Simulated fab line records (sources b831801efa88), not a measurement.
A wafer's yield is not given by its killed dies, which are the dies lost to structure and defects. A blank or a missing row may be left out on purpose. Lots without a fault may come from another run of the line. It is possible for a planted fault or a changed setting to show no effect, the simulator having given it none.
fab line records ; flow sky130
[record] lots = 6; wafers = 18; last-day = 51
route steps=708 shown NWELL@68 PAD_OPEN@708
lots that met no fault: taken from a fault-free run of the same line
start-h: start of the lot's first displayed wafer, in hours after the record's first day ; wait-h: how many hours have passed since the lot's step before this one ; " unchanged from the row above ; L1.1+2: a single row standing in for several wafers ; - either no value or no given start ; * or withheld: withheld ; < > ~ a bound
route shown NAME@n: NAME is a module with steps in the file, n the number in the route of the first one ; usual: mean/standard deviation taken from wafers without a fault ; same: alike in all rows ; chamber/n: place in a boat ; sites: the reading at each site ; _std_site: how widely they spread, as a standard deviation ; _edge_site: mean of outer sites minus mean of inner sites ; radius-mm: for every site, how far away it sits from the centre of the wafer ; mask NAME#n: copy n ; behind: the most recent tool/chamber to have shaped the wafer ; hold: what put the lot on hold/how long, in hours/how the hold closed ; device: the transistor (n, p or np) that didn't switch ; end of line: the same wafers' tests at the end of the route ; step lacking rows: just its recipe ; killed: count of dies lost to structure and defects at first sort (not the wafer's yield) ; map: shows each die of a wafer: x if killed, . if not, _ if none is there
set.NAME: the setting as run; set.NAME@STEP: as run at that earlier step ; model.NAME: the simulator's own value behind a step, which no gauge read
lots seen at some steps along the route; tables by step, rows by wafer
services: a tool's chamber out of use, with start hour (start-h, from the record's first day; less than 0 if before it), hours out, and reason
[[steps]]
[step SKY_NWELL_TW_MEAS_15]
[usual] NWELL_TW = 1844/8.7
lot.wafer;tool;chamber;start-h;wait-h;NWELL_TW
L472.1;film-metro-02;-;174.09;0.1;1857
L472.2;film-metro-02;-;174.09;0.1;1858
L472.6;film-metro-02;-;174.09;0.1;1867
L473.4;film-metro-03;-;180.89;0.1;1847
L473.5;film-metro-03;-;180.89;0.1;1850
L473.6;film-metro-03;-;180.89;0.1;1850
L475.3;film-metro-03;-;190.26;0.1;1841
L475.4;film-metro-03;-;190.26;0.1;1850
L475.5;film-metro-03;-;190.26;0.1;1838
L477.2;film-metro-03;-;200.20;0.1;1847
L477.4;film-metro-03;-;200.20;0.1;1841
L477.6;film-metro-03;-;200.20;0.1;1843
L479.3;film-metro-01;-;213.86;0.1;1857
L479.4;film-metro-01;-;213.86;0.1;1855
L479.6;film-metro-01;-;213.86;0.1;1863
L480.1;film-metro-02;-;222.16;0.1;1843
L480.4;film-metro-02;-;222.16;0.1;1838
L480.6;film-metro-02;-;222.16;0.1;1841
[step SKY_NWELL_DEHYDRATE_16]
[recipe] temp-c = 200; time-s = 60
[step SKY_NWELL_HMDS_17]
[recipe] prime-time-s = 60; prime-temp-c = 120
[step SKY_NWELL_COAT_18]
[recipe] spin-rpm = 2000; resist-thk-nm = 3000
[step SKY_NWELL_SOFTBAKE_19]
[recipe] temp-c = 110; time-s = withheld
[step SKY_NWELL_EXPOSE_20]
[recipe] mask-id = NWM_COMPLEMENT; na = 0.6; source-shape = conventional; sigma-outer = 0.6; polarization = unpolarized; target-cd-nm = 840; dose-mj = 260
[step SKY_NWELL_PEB_21]
[recipe] temp-c = 115; time-s = withheld
[step SKY_NWELL_DEVELOP_22]
[recipe] wall-angle-deg = 90; developer = TMAH; develop-time-s = 60; dev-temp-c = 23
[step SKY_NWELL_OVL_MEAS_23]
[usual] NWELL_01_OVL = 0.1/1.3
lot.wafer;tool;chamber;start-h;wait-h;NWELL_01_OVL[nm]
L472.1;overlay-01;-;194.66;-;-4.7
L472.2;overlay-01;-;194.66;-;-2.2
L472.6;overlay-01;-;194.66;-;-1.3
L473.4;overlay-02;-;200.39;-;1.9
L473.5;overlay-02;-;200.39;-;-0.4
L473.6;overlay-02;-;200.39;-;1.1
L475.3;overlay-01;-;210.70;-;2.8
L475.4;overlay-01;-;210.70;-;1.0
L475.5;overlay-01;-;210.70;-;2.8
L477.2;overlay-01;-;221.23;-;0.0
L477.4;overlay-01;-;221.23;-;0.5
L477.6;overlay-01;-;221.23;-;-0.7
L479.3;overlay-01;-;234.95;-;-0.4
L479.4;overlay-01;-;234.95;-;-0.5
L479.6;overlay-01;-;234.95;-;-1.0
L480.1;overlay-01;-;245.01;-;-1.6
L480.4;overlay-01;-;245.01;-;-0.3
L480.6;overlay-01;-;245.01;-;-0.2
[step SKY_NWELL_IMPLANT_24]
[recipe] species = B; energy-kev = 140; dose-cm2 = 9.377e+12; tilt-deg = withheld
[step SKY_NWELL_STRIP_25]
[recipe] chemistry = O2/N2; power-w = 1400; pressure-mtorr = 1500; platen-temp-c = withheld; o2-flow-sccm = 3000; n2-flow-sccm = 300; overash-fraction = 0.5
[usual] drypump-motor-current-A = 5.8/0.37; oes-product-au = 0.722/0.0047; strip-time-to-endpoint-s = 36.92/0.12
lot.wafer;tool;chamber;start-h;wait-h;drypump-motor-current-A;oes-product-au;rf-hours-counter-h;strip-time-to-endpoint-s
L472.1;plasma-asher-04;1;194.84;0.1;5.3;0.725;53;36.85
L472.2;plasma-asher-04;0;194.84;0.1;5.9;0.727;53;36.80
L472.6;plasma-asher-04;1;194.84;0.1;5.3;0.732;-;36.93
L473.4;plasma-asher-03;1;200.59;0.1;5.6;0.724;-;36.90
L473.5;plasma-asher-03;0;200.59;0.1;6.3;0.728;-;36.88
L473.6;plasma-asher-03;1;200.59;0.1;5.6;0.726;-;37.00
L475.3;plasma-asher-01;1;210.91;0.1;6.2;0.721;-;36.64
L475.4;plasma-asher-01;0;210.91;0.1;5.5;0.721;-;36.79
L475.5;plasma-asher-01;0;210.91;0.1;5.5;0.723;-;36.61
L477.2;plasma-asher-03;0;221.41;0.1;6.3;0.727;44;36.79
L477.4;plasma-asher-03;1;221.41;0.1;5.6;0.728;-;36.83
L477.6;plasma-asher-03;1;221.41;0.1;5.6;0.719;-;37.11
L479.3;plasma-asher-04;0;235.16;0.1;5.9;0.727;-;36.88
L479.4;plasma-asher-04;1;235.16;0.1;5.3;0.726;-;37.01
L479.6;plasma-asher-04;1;235.16;0.1;5.4;0.719;-;36.94
L480.1;plasma-asher-01;0;245.19;0.1;5.5;0.723;56;36.92
L480.4;plasma-asher-01;1;245.19;0.1;6.3;0.719;-;36.98
L480.6;plasma-asher-01;1;245.19;0.1;6.3;0.722;-;36.89
[step SKY_NWELL_TW_MEAS_26]
[usual] NWELL_2_TW = 507.0/2.5
lot.wafer;tool;chamber;start-h;wait-h;NWELL_2_TW
L472.1;film-metro-01;-;194.94;0.1;512.0
L472.2;film-metro-01;-;194.94;0.1;508.5
L472.6;film-metro-01;-;194.94;0.1;510.6
L473.4;film-metro-03;-;200.69;0.1;505.9
L473.5;film-metro-03;-;200.69;0.1;509.2
L473.6;film-metro-03;-;200.69;0.1;505.4
L475.3;film-metro-03;-;210.99;0.1;507.4
L475.4;film-metro-03;-;210.99;0.1;507.5
L475.5;film-metro-03;-;210.99;0.1;505.3
L477.2;film-metro-01;-;221.52;0.1;505.4
L477.4;film-metro-01;-;221.52;0.1;505.1
L477.6;film-metro-01;-;221.52;0.1;505.3
L479.3;film-metro-03;-;235.24;0.1;508.1
L479.4;film-metro-03;-;235.24;0.1;505.3
L479.6;film-metro-03;-;235.24;0.1;508.9
L480.1;film-metro-02;-;245.29;0.1;506.0
L480.4;film-metro-02;-;245.29;0.1;504.7
L480.6;film-metro-02;-;245.29;0.1;509.9
[step SKY_NWELL_CLEAN_27]
[recipe] chemistry = SC1/SC2; mix = 1:4:20; temp-c = 70; time-s = 150; dry = n2-spin
[usual] run-length-s = 179/3.8
lot.wafer;tool;chamber;start-h;wait-h;run-length-s
L472.1;wet-bench-02;2;195.00;0.1;184
L472.2;wet-bench-02;2;195.00;0.1;184
L472.6;wet-bench-02;2;195.00;0.1;184
L473.4;wet-bench-03;2;200.72;0.0;184
L473.5;wet-bench-03;2;200.72;0.0;184
L473.6;wet-bench-03;2;200.72;0.0;184
L475.3;wet-bench-02;1;211.03;0.0;111
L475.4;wet-bench-02;1;211.03;0.0;111
L475.5;wet-bench-02;1;211.03;0.0;111
L477.2;wet-bench-02;2;221.57;0.0;113
L477.4;wet-bench-02;2;221.57;0.0;113
L477.6;wet-bench-02;2;221.57;0.0;113
L479.3;wet-bench-01;0;235.28;0.0;177
L479.4;wet-bench-01;0;235.28;0.0;177
L479.6;wet-bench-01;0;235.28;0.0;177
L480.1;wet-bench-01;3;245.35;0.1;175
L480.4;wet-bench-01;3;245.35;0.1;175
L480.6;wet-bench-01;3;245.35;0.1;175
[step SKY_NWELL_RTA_28]
[recipe] temp-c = 1050; time-s = 30; idle-temp-c = 650; ramp-up-c-per-s = 150; ramp-down-c-per-s = 90; ambient = N2
[usual] lamp-power-pct = 25.31/0.05; wafer_temp_C_max = 1054.8/0.88
lot.wafer;tool;chamber;start-h;wait-h;lamp-power-pct;wafer_temp_C_max
L472.1;rtp-anneal-01;0;195.06;0.0;25.27;1056.2
L472.2;rtp-anneal-01;0;195.06;0.0;25.26;1054.1
L472.6;rtp-anneal-01;0;195.06;0.0;25.35;1054.4
L473.4;rtp-anneal-02;0;200.87;0.1;25.31;1054.6
L473.5;rtp-anneal-02;0;200.87;0.1;25.29;1054.7
L473.6;rtp-anneal-02;0;200.87;0.1;25.25;1055.7
L475.3;rtp-anneal-01;0;211.12;0.1;25.35;1054.8
L475.4;rtp-anneal-01;0;211.12;0.1;25.39;1053.8
L475.5;rtp-anneal-01;0;211.12;0.1;25.20;1055.0
L477.2;rtp-anneal-02;0;221.64;0.0;25.27;1055.8
L477.4;rtp-anneal-02;0;221.64;0.0;25.30;1055.2
L477.6;rtp-anneal-02;0;221.64;0.0;25.25;1054.5
L479.3;rtp-anneal-01;0;235.37;0.0;25.27;1054.8
L479.4;rtp-anneal-01;0;235.37;0.0;25.34;1054.0
L479.6;rtp-anneal-01;0;235.37;0.0;25.40;1055.0
L480.1;rtp-anneal-01;0;245.40;0.0;25.32;1053.6
L480.4;rtp-anneal-01;0;245.40;0.0;25.31;1054.2
L480.6;rtp-anneal-01;0;245.40;0.0;25.37;1056.8
[step SKY_PAD_OPEN_PROBE_99]
[usual] killed_at_M0_to_M3 = 43/6.4; killed_at_M4_up = 3.2/1.8; killed-at-contacts = 25/5.8; killed-at-front-end = 16/4.1; killed-at-other = 0.2/0.47; killed-dies = 88/9.9; killed-open = 47/7.3; killed-short = 40/7.1
[same] gross-dies = 492; killed-at-back-side = 0
lot.wafer;tool;chamber;start-h;wait-h;killed_at_M0_to_M3;killed_at_M4_up;killed-at-contacts;killed-at-front-end;killed-at-other;killed-dies;killed-open;killed-short
L472.1;prober-02;-;1156.46;0.1;47;3;31;15;0;96;55;39
L472.2;prober-02;-;1156.51;0.1;34;6;33;17;0;90;42;45
L472.6;prober-02;-;1156.71;0.2;50;3;23;15;1;92;42;50
L473.4;prober-01;-;1168.46;0.2;40;5;19;16;2;82;46;36
L473.5;prober-01;-;1168.51;0.2;46;3;23;17;0;89;45;43
L473.6;prober-01;-;1168.56;0.2;39;1;28;15;2;85;39;44
// killed by level:class
L472.1 LI_CONTACT:geometric-particle:open=11 CONTACT:geometric-particle:open=9 VIA2:geometric-particle:open=9 METAL1:geometric-particle:short=6 VIA3:geometric-particle:open=6 VIA1:geometric-particle:open=5 VIA1:geometric-particle:short=5 METAL3:geometric-particle:short=5
L472.2 VIA1:geometric-particle:open=12 CONTACT:geometric-particle:open=10 LOCAL_INTERCONNECT:geometric-particle:short=7 CONTACT:geometric-particle:short=6 METAL4:geometric-particle:short=6 FIELD_ISO:geometric-particle:open=5 LI_CONTACT:geometric-particle:open=4 VIA1:geometric-particle:short=4
L472.6 VIA1:geometric-particle:open=10 CONTACT:geometric-particle:open=10 VIA1:geometric-particle:short=8 METAL2:geometric-particle:short=8 LOCAL_INTERCONNECT:geometric-particle:short=6 VIA2:geometric-particle:open=6 VIA3:geometric-particle:short=6 VIA2:geometric-particle:short=5
L473.4 VIA1:geometric-particle:open=10 CONTACT:geometric-particle:open=7 VIA1:geometric-particle:short=6 POLY_GATE:geometric-particle:open=5 LI_CONTACT:geometric-particle:open=5 VIA3:geometric-particle:open=5 POLY_GATE:geometric-particle:short=4 VIA2:geometric-particle:open=4
L473.5 VIA1:geometric-particle:open=14 CONTACT:geometric-particle:open=8 FIELD_ISO:geometric-particle:open=6 VIA1:geometric-particle:short=6 CONTACT:geometric-particle:short=5 METAL1:geometric-particle:short=5 METAL2:geometric-particle:short=5 METAL3:geometric-particle:short=5
L473.6 VIA1:geometric-particle:open=9 LOCAL_INTERCONNECT:geometric-particle:short=7 LI_CONTACT:geometric-particle:open=6 CONTACT:geometric-particle:open=6 VIA1:geometric-particle:short=6 POLY_GATE:geometric-particle:short=5 CONTACT:geometric-particle:short=5 VIA3:geometric-particle:open=5
[[services]]
tool;chamber;start-h;hours;kind
wet-bench-01;-;182.19;1.2;repair
plasma-asher-04;-;211.52;7.7;repair
plasma-asher-03;-;237.14;4.3;repair
[[key]]
[first-sign] step = SKY_NWELL_CLEAN_27; reading = run-length-s; direction = down; sigmas = 18; usual = *; struck = *
effect none on later readings
met-at SKY_NWELL_CLEAN_27
struck-wafers L475.3,L475.4,L475.5,L477.2,L477.4,L477.6
tester-left-out L475,L477
onset-between 195.00 211.03
[fault] kind = process-parameter-drift; tool = wet-bench-02; chamber = -; onset-h = 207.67; steps = SKY_NWELL_CLEAN_27; channel = time-s; offset = *; shape = step; end-h = 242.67; acts-in = *; stated = *
// tester-left-out: of these lots the tester's yield and bins aren't shown, on N5 and GAA mostly nor the transistor test; their killed dies are dies lost to structure and defects alone, not to doping, threshold or leakage, so they don't give the yield
